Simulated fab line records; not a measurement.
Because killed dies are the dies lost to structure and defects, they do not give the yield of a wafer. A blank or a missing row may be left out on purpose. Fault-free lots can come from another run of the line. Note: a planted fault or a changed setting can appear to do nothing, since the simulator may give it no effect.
8D (eight disciplines) problem report, filled in by code :: flow sky130 :: the parts of the form that need people (team, actions taken, sign-off) are left out

## 1. WHAT IS WRONG
Wafers with no fault read 0.4001 Pa with a standard deviation of 0.00088, whereas chamber pressure pa at SKY_METAL3_SPUTTER_01 reads a mean of 0.5119 Pa on 1 wafer of 1 lot. So: +99 or more standard deviations from the usual mean.
The step: material TiN, target thk 20 nm, time 16.7 s.
First seen on wafer L284.4, day 39 14:19, on pvd sputter-01. Wafers with a number at this step in the record: 15, from 5 lots. By rule, "out" or "out of limits" means more than 4 standard deviations away from the usual mean. All remaining wafers that have a number are taken as sound.

## 2. WHAT IT IS, WHAT IT ISN'T
question: which readings at this step
is: chamber pressure pa
is not: cathode dc power W

question: which lots
is: L284
is not: L279, L285, L289, L295

question: which wafers of those lots
is: L284.4
is not: L284.2, L284.6

question: read on which tools
is: pvd sputter-01
is not: pvd sputter-03, pvd sputter-04

question: when
is: from day 39 14:19
is not: up to then (5 sound wafers); but 9 sound wafers of L285, L289, L295 came after

## 3. SUSPECTS, AND WHAT RULES EACH OUT
Counting: a tool at a process step up to the reading stays a suspect if it ran every lot that is out. Sound lots after the first of them don't rule it out here, since some wafers of a struck lot are sound.
- rie diel-04 at SKY_VIA2_ETCH_14 (etches BARC in N2/H2, stops on SiO2, time 45.9 s, target depth 60 nm): kept. It ran the lot that is out, L284 (day 39 12:46).
- rie diel-04 at SKY_VIA2_ETCH_15 (etches SiO2 in C4F8/O2/Ar, stops on TiN, target depth 546 nm, time 84 s): kept. It ran the lot that is out, L284 (day 39 12:48).
- plasma asher-02 at SKY_VIA2_STRIP_16 (strips in O2/N2): kept. It ran the lot that is out, L284 (day 39 12:52).
- pvd sputter-03 at SKY_VIA2_SPUTTER_20 (material TiN, target thk 20 nm, time 80 s): kept. It ran the lot that is out, L284 (day 39 13:34).
- pvd sputter-01 at SKY_METAL3_SPUTTER_01 (material TiN, target thk 20 nm, time 16.7 s): kept. It ran the lot that is out, L284 (day 39 14:19). Its own chamber pressure pa readings are out on those wafers.
- Within rie diel-04 at SKY_VIA2_ETCH_14: the wafers that are out ran in chamber 3; their sound lot-mates ran in chambers 1, 2.
- Within rie diel-04 at SKY_VIA2_ETCH_15: the wafers that are out ran in chamber 3; their sound lot-mates ran in chambers 1, 2.
Left after counting: rie diel-04 at SKY_VIA2_ETCH_14, rie diel-04 at SKY_VIA2_ETCH_15, plasma asher-02 at SKY_VIA2_STRIP_16, pvd sputter-03 at SKY_VIA2_SPUTTER_20, pvd sputter-01 at SKY_METAL3_SPUTTER_01.

## 4. THE CAUSE (what the simulator had put in)
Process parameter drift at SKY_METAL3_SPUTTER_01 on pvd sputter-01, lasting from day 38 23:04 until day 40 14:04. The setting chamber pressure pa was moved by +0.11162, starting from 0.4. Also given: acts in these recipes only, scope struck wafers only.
After counting, 5 suspects remain, this tool included.

## 5. THE CHAIN OF EFFECTS, in route order
Each row: a reading where the mean over the struck wafers with a number is more than 3 standard deviations away from the usual. Only readings whose record carries a usual standard deviation are examined. hours: median over the lots of the time between each lot's start at the first step of this table that gives one and its start at this step. sigmas: the change, counted in usual standard deviations.
hours: 0
step: SKY_METAL3_SPUTTER_01
reading: chamber pressure pa
usual: 0.4001 Pa
on struck wafers: 0.5119
change: +0.1118
sigmas: +99 or more

hours: 0
step: SKY_METAL3_SPUTTER_01
reading: throttle valve pct
usual: 29.4 %
on struck wafers: 26.3
change: -3.1
sigmas: -3.1
The process steps in it:
- SKY_METAL3_SPUTTER_01: material TiN, target thk 20 nm, time 16.7 s.

## 6. WHAT WOULD HAVE CAUGHT IT SOONER
First out-of-limits reading in this record: day 39 14:19, which is 15 hours after fault onset at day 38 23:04.
